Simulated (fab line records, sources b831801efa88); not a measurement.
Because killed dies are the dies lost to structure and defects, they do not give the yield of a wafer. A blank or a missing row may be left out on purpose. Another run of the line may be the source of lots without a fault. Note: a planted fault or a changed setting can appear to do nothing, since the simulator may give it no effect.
fab line records ; flow sky130 ; part 2 of 2: steps 30 to 39 of 39
record: lots: 5; wafers: 15; last_day: 50
route steps=708 shown METAL4@625 VIA4@639 METAL5@661
lots with no fault: from the same line, run without faults
start_h: hours from the record's opening day to when the first of the lot's shown wafers began ; wait_h: hours since the lot's step before ; " repeats the value in the row above ; L1.1+2: several wafers, shown together as one row ; - no value, or no start given ; * or withheld: withheld ; < > ~ a bound
route shown NAME@n: NAME is a module with steps in the file, n the number in the route of the first one ; usual: the fault-free wafers' mean and standard deviation ; same: alike in all rows ; chamber/n: place in a boat ; sites: per-site readings ; _std_site: the values' standard deviation ; _edge_site: mean of outer sites minus mean of inner sites ; radius_mm: how far each site lies from the wafer's centre ; mask NAME#n: copy n ; behind: the tool/chamber that last shaped the wafer ; hold: the reason the lot was held/the length of the hold in hours/how it ended ; device: the n, p or np transistor that did not switch ; end of line: tests of these same wafers at the route's end ; step lacking rows: just its recipe ; killed: dies that structure and defects cost at the first sort, which is not the same as the wafer's yield ; map: shows each die of a wafer: x if killed, . if not, _ if none is there
set.NAME: the run value of the setting; set.NAME@STEP: its run value at that earlier step ; model.NAME: the simulator's own value behind a step, which no gauge read
certain route steps with their lots: each step a table, each wafer a row
services: the hour from which a tool's chamber was out of use, counted from the record's first day as start_h (under 0 if before that day), plus the number of hours and why
== steps ==
step: SKY_VIA4_CLEAN_15
recipe: chemistry: IPA; time_s: 180; temp_c: 25
lot.wafer;tool;chamber;start_h;wait_h
L076.1+2+6;wet_bench-01;3;1017.34;0.0
L083.1+2+4;wet_bench-03;1;1068.21;0.0
L087.3+5+6;wet_bench-04;0;1094.68;0.0
L095.1+3+5;wet_bench-01;0;1128.03;0.0
L096.2+5+6;wet_bench-04;3;1143.09;0.0
step: SKY_VIA4_CLEAN_16
recipe: chemistry: O3/DIW; dry: n2_spin
lot.wafer;tool;chamber;start_h;wait_h
L076.1+2+6;wet_bench-03;1;1017.40;0.0
L083.1+2+4;wet_bench-04;2;1068.27;0.0
L087.3+5+6;wet_bench-01;2;1094.73;0.0
L095.1+3+5;wet_bench-03;1;1128.09;0.0
L096.2+5+6;wet_bench-01;0;1143.15;0.0
step: SKY_VIA4_SPUTTER_17
recipe: material: TiN; target_thk_nm: 20; chamber_pressure_pa: 5; power_w: 4000; time_s: 80
usual: throttle_valve_pct: 30.7/1.3
lot.wafer;tool;chamber;start_h;wait_h;throttle_valve_pct
L076.1;pvd_sputter-04;-;1017.51;0.0;28.6
L076.2;pvd_sputter-04;-;1017.51;0.0;28.8
L076.6;pvd_sputter-04;-;1017.51;0.0;28.5
L083.1;pvd_sputter-03;-;1068.36;0.0;31.0
L083.2;pvd_sputter-03;-;1068.36;0.0;31.5
L083.4;pvd_sputter-03;-;1068.36;0.0;32.2
L087.3;pvd_sputter-01;-;1094.83;0.0;29.9
L087.5;pvd_sputter-01;-;1094.83;0.0;29.7
L087.6;pvd_sputter-01;-;1094.83;0.0;31.4
L095.1;pvd_sputter-03;-;1128.18;0.0;31.3
L095.3;pvd_sputter-03;-;1128.18;0.0;32.3
L095.5;pvd_sputter-03;-;1128.18;0.0;31.3
L096.2;pvd_sputter-01;-;1143.24;0.0;32.5
L096.5;pvd_sputter-01;-;1143.24;0.0;29.6
L096.6;pvd_sputter-01;-;1143.24;0.0;31.4
step: SKY_VIA4_CVD_18
recipe: material: W; target_thk_nm: 505; time_s: 152.14; temp_c: 400; pressure_torr: 40
usual: heater_power_w: 912/28
lot.wafer;tool;chamber;start_h;wait_h;heater_power_w
L076.1;cvd_w-01;0;1017.57;0.0;924
L076.2;cvd_w-01;1;1017.57;0.0;888
L076.6;cvd_w-01;0;1017.57;0.0;935
L083.1;cvd_w-02;1;1068.42;0.0;916
L083.2;cvd_w-02;0;1068.42;0.0;922
L083.4;cvd_w-02;0;1068.42;0.0;910
L087.3;cvd_w-02;1;1094.94;0.1;920
L087.5;cvd_w-02;0;1094.94;0.1;892
L087.6;cvd_w-02;1;1094.94;0.1;904
L095.1;cvd_w-01;0;1128.24;0.0;941
L095.3;cvd_w-01;0;1128.24;0.0;965
L095.5;cvd_w-01;0;1128.24;0.0;977
L096.2;cvd_w-02;1;1143.30;0.0;918
L096.5;cvd_w-02;0;1143.30;0.0;910
L096.6;cvd_w-02;1;1143.30;0.0;907
step: SKY_VIA4_RS_MEAS_19
recipe: thk_meas_gauge: four-point-probe; reads: W_of_VIA4_CVD_18+TiN_of_VIA4_SPUTTER_17
usual: VIA4_W_RS: 0.227/0.0036
lot.wafer;tool;chamber;start_h;wait_h;VIA4_W_RS[ohm/sq]
L076.1;film_metro-02;-;1017.72;0.1;0.229
L076.2;film_metro-02;-;1017.72;0.1;0.230
L076.6;film_metro-02;-;1017.72;0.1;0.228
L083.1;film_metro-02;-;1068.57;0.1;0.225
L083.2;film_metro-02;-;1068.57;0.1;0.220
L083.4;film_metro-02;-;1068.57;0.1;0.220
L087.3;film_metro-04;-;1095.08;0.1;0.228
L087.5;film_metro-04;-;1095.08;0.1;0.220
L087.6;film_metro-04;-;1095.08;0.1;0.227
L095.1;film_metro-01;-;1128.39;0.1;0.227
L095.3;film_metro-01;-;1128.39;0.1;0.229
L095.5;film_metro-01;-;1128.39;0.1;0.227
L096.2;film_metro-04;-;1143.47;0.1;0.230
L096.5;film_metro-04;-;1143.47;0.1;0.224
L096.6;film_metro-04;-;1143.47;0.1;0.226
step: SKY_VIA4_THK_MEAS_20
recipe: thk_meas_gauge: xrf; reads: W_of_VIA4_CVD_18
usual: VIA4_W_THK: 509/9.2
lot.wafer;tool;chamber;start_h;wait_h;VIA4_W_THK[nm]
L076.1;film_metro-02;-;1017.84;0.1;505
L076.2;film_metro-02;-;1017.84;0.1;502
L076.6;film_metro-02;-;1017.84;0.1;508
L083.1;film_metro-02;-;1068.69;0.1;516
L083.2;film_metro-02;-;1068.69;0.1;524
L083.4;film_metro-02;-;1068.69;0.1;524
L087.3;film_metro-04;-;1095.18;0.1;508
L087.5;film_metro-04;-;1095.18;0.1;525
L087.6;film_metro-04;-;1095.18;0.1;509
L095.1;film_metro-01;-;1128.51;0.1;513
L095.3;film_metro-01;-;1128.51;0.1;506
L095.5;film_metro-01;-;1128.51;0.1;513
L096.2;film_metro-04;-;1143.58;0.1;503
L096.5;film_metro-04;-;1143.58;0.1;516
L096.6;film_metro-04;-;1143.58;0.1;511
step: SKY_VIA4_CMP_21
recipe: stop_on: SiO2; t_overpolish_s: 25; down_force_psi: 3.5; platen_rpm: 60; target_thk_nm: 0; pad_velocity_m_s: 0.94248
usual: head_pressure_psi: 3.499/0.0078; motor_current_A: 11.1/1.3; overpolish_run_s: 24.999/0.0087; time_to_endpoint_s: 123/5.8
lot.wafer;tool;chamber;start_h;wait_h;head_pressure_psi;motor_current_A;overpolish_run_s;time_to_endpoint_s
L076.2;cmp-01;1;1018.21;0.3;3.500;13.6;25.008;123
L076.1;cmp-01;0;1018.21;0.3;3.497;10.0;25.000;129
L076.6;cmp-01;1;1018.21;0.3;3.506;12.3;24.988;120
L083.1;cmp-01;1;1068.80;0.1;3.488;12.8;24.990;130
L083.4;cmp-01;2;1068.80;0.1;3.490;10.5;24.994;141
L083.2;cmp-01;3;1068.80;0.1;3.502;10.2;24.988;142
L087.3;cmp-01;2;1095.22;0.0;3.502;10.5;25.010;124
L087.5;cmp-01;2;1095.22;0.0;3.498;11.1;25.006;127
L087.6;cmp-01;3;1095.22;0.0;3.491;11.6;24.989;122
L095.1;cmp-02;3;1129.05;0.5;3.501;12.2;25.007;120
L095.3;cmp-02;0;1129.05;0.5;3.492;10.0;24.991;119
L095.5;cmp-02;2;1129.05;0.5;3.526;13.2;25.012;127
L096.2;cmp-01;2;1143.63;0.0;3.515;10.9;25.010;124
L096.5;cmp-01;2;1143.63;0.0;3.494;9.6;25.002;128
L096.6;cmp-01;3;1143.63;0.0;3.499;11.0;24.996;130
step: SKY_METAL5_SPUTTER_00
recipe: material: Ti; target_thk_nm: 15; power_w: 3000; time_s: 10; chamber_pressure_pa: 0.4
usual: throttle_valve_pct: 29.8/1.3
lot.wafer;tool;chamber;start_h;wait_h;throttle_valve_pct
L076.1;pvd_sputter-02;-;1018.51;0.1;28.4
L076.2;pvd_sputter-02;-;1018.51;0.1;29.5
L076.6;pvd_sputter-02;-;1018.51;0.1;30.6
L083.1;pvd_sputter-02;-;1069.05;0.2;29.3
L083.2;pvd_sputter-02;-;1069.05;0.2;30.7
L083.4;pvd_sputter-02;-;1069.05;0.2;28.6
L087.3;pvd_sputter-01;-;1095.52;0.2;29.6
L087.5;pvd_sputter-01;-;1095.52;0.2;29.8
L087.6;pvd_sputter-01;-;1095.52;0.2;31.6
L095.1;pvd_sputter-04;-;1129.25;0.1;28.4
L095.3;pvd_sputter-04;-;1129.25;0.1;29.4
L095.5;pvd_sputter-04;-;1129.25;0.1;32.2
L096.2;pvd_sputter-02;-;1143.93;0.2;31.0
L096.5;pvd_sputter-02;-;1143.93;0.2;30.7
L096.6;pvd_sputter-02;-;1143.93;0.2;28.5
step: SKY_METAL5_SPUTTER_01
recipe: material: TiN; target_thk_nm: 20; power_w: 6500; time_s: 16.7; chamber_pressure_pa: 0.4
usual: throttle_valve_pct: 29.9/1.3
lot.wafer;tool;chamber;start_h;wait_h;throttle_valve_pct
L076.1;pvd_sputter-02;-;1018.53;0.0;28.4
L076.2;pvd_sputter-02;-;1018.53;0.0;29.3
L076.6;pvd_sputter-02;-;1018.53;0.0;30.5
L083.1;pvd_sputter-02;-;1069.08;0.0;29.2
L083.2;pvd_sputter-02;-;1069.08;0.0;30.6
L083.4;pvd_sputter-02;-;1069.08;0.0;28.7
L087.3;pvd_sputter-01;-;1095.54;0.0;29.7
L087.5;pvd_sputter-01;-;1095.54;0.0;29.7
L087.6;pvd_sputter-01;-;1095.54;0.0;31.9
L095.1;pvd_sputter-04;-;1129.27;0.0;28.5
L095.3;pvd_sputter-04;-;1129.27;0.0;29.2
L095.5;pvd_sputter-04;-;1129.27;0.0;32.1
L096.2;pvd_sputter-02;-;1143.96;0.0;30.6
L096.5;pvd_sputter-02;-;1143.96;0.0;31.0
L096.6;pvd_sputter-02;-;1143.96;0.0;28.4
step: SKY_METAL5_SPUTTER_02
recipe: material: AlCu; target_thk_nm: 1150; power_w: 10600; time_s: 61.2; chamber_pressure_pa: 0.4
usual: throttle_valve_pct: 29.9/1.3
lot.wafer;tool;chamber;start_h;wait_h;throttle_valve_pct
L076.1;pvd_sputter-02;-;1018.56;0.0;28.2
L076.2;pvd_sputter-02;-;1018.56;0.0;29.3
L076.6;pvd_sputter-02;-;1018.56;0.0;30.6
L083.1;pvd_sputter-02;-;1069.10;0.0;29.4
L083.2;pvd_sputter-02;-;1069.10;0.0;30.7
L083.4;pvd_sputter-02;-;1069.10;0.0;28.8
L087.3;pvd_sputter-01;-;1095.57;0.0;29.8
L087.5;pvd_sputter-01;-;1095.57;0.0;29.7
L087.6;pvd_sputter-01;-;1095.57;0.0;31.4
L095.1;pvd_sputter-04;-;1129.30;0.0;28.7
L095.3;pvd_sputter-04;-;1129.30;0.0;29.5
L095.5;pvd_sputter-04;-;1129.30;0.0;32.0
L096.2;pvd_sputter-02;-;1143.98;0.0;30.3
L096.5;pvd_sputter-02;-;1143.98;0.0;30.5
L096.6;pvd_sputter-02;-;1143.98;0.0;28.6
== services ==
tool;chamber;start_h;hours;kind
pvd_sputter-01;-;971.69;7.0;repair
iline_stepper-01;-;979.70;1.7;pm
krf_scanner-02;-;981.44;1.0;pm
krf_scanner-02;-;985.97;0.2;repair
pvd_sputter-02;-;990.41;23.1;repair
rie_diel-02;-;990.58;3.1;repair
pvd_sputter-01;-;994.80;1.1;repair
cmp-01;-;1012.96;3.1;repair
rie_diel-04;0;1017.51;5.3;repair
rie_diel-02;3;1021.09;3.0;repair
cmp-01;-;1021.64;4.3;repair
rie_metal-01;0;1026.41;19.1;repair
hdpcvd-01;-;1042.63;1.5;repair
krf_scanner-02;-;1047.45;0.8;pm
iline_stepper-01;-;1054.35;3.7;repair
rie_metal-04;-;1072.76;4.3;pm
krf_scanner-02;-;1080.25;1.3;pm
cmp-01;-;1084.34;4.0;pm
pvd_sputter-04;-;1087.03;4.9;repair
plasma_asher-03;-;1103.54;2.8;pm
cmp-01;-;1116.05;5.0;pm
krf_scanner-02;-;1117.38;4.0;pm
cmp-01;-;1125.69;1.3;repair
cmp-01;-;1126.02;2.8;repair
